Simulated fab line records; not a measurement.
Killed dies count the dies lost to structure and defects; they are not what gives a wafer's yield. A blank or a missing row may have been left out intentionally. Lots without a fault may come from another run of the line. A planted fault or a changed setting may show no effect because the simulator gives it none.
Chamber matching || flow sky130 || rie_diel-03 running SKY_LI_CONTACT_ETCH_15: 4 sister chambers
The step etches PSG in C4F8/O2/Ar, stops on Si, target depth 600 nm. 4 wafers are shown with their chamber, then 7 later ones without.

WAFERS PAIRED WITH THEIR CHAMBERS
{"wafer": "L697.2", "chamber": 0, "oes_product_au (a.u.)": 0.840}
{"wafer": "L703.1", "chamber": 1, "oes_product_au (a.u.)": 0.827}
{"wafer": "L705.3", "chamber": 3, "oes_product_au (a.u.)": 0.836}
{"wafer": "L705.4", "chamber": 2, "oes_product_au (a.u.)": 0.830}

WAFERS WHOSE CHAMBER IS MISSING
{"wafer": "L705.5", "oes_product_au (a.u.)": 0.836}
{"wafer": "L707.1", "oes_product_au (a.u.)": 0.834}
{"wafer": "L707.2", "oes_product_au (a.u.)": 0.831}
{"wafer": "L707.5", "oes_product_au (a.u.)": 0.844}
{"wafer": "L708.4", "oes_product_au (a.u.)": 0.833}
{"wafer": "L708.5", "oes_product_au (a.u.)": 0.838}
{"wafer": "L708.6", "oes_product_au (a.u.)": 0.839}

THE CHAMBER EACH PASSED THROUGH
{"wafer": "L705.5", "from the rows above": "can't be placed: 3 or 0", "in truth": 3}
{"wafer": "L707.1", "from the rows above": "can't be placed: 3 or 2 or 0", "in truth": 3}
{"wafer": "L707.2", "from the rows above": "can't be placed: 2 or 1 or 3", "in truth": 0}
{"wafer": "L707.5", "from the rows above": "can't be placed: 0 or 3", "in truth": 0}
{"wafer": "L708.4", "from the rows above": "can't be placed: 2 or 3 or 1 or 0", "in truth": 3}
{"wafer": "L708.5", "from the rows above": "can't be placed: 0 or 3", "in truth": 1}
{"wafer": "L708.6", "from the rows above": "can't be placed: 0 or 3", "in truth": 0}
Placed correctly: 0 of 7. Can't be placed from these rows: 7 (the true chamber is among the candidates in 5). Placed wrongly: 0.
How it was worked out, from the rows above alone: a wafer's distance from a chamber is the root of the sum, over the readings, of the square of ((its reading less the chamber's mean) divided by the reading's scatter). If the next closest chamber is less than 2 further off than the closest, the wafer can't be placed; otherwise it belongs to the closest. The mean given for a chamber averages the wafers shown for that chamber. The scatter: with one shown wafer a chamber, the root of the mean of the squares of how far each hidden wafer lies from its nearest shown one.
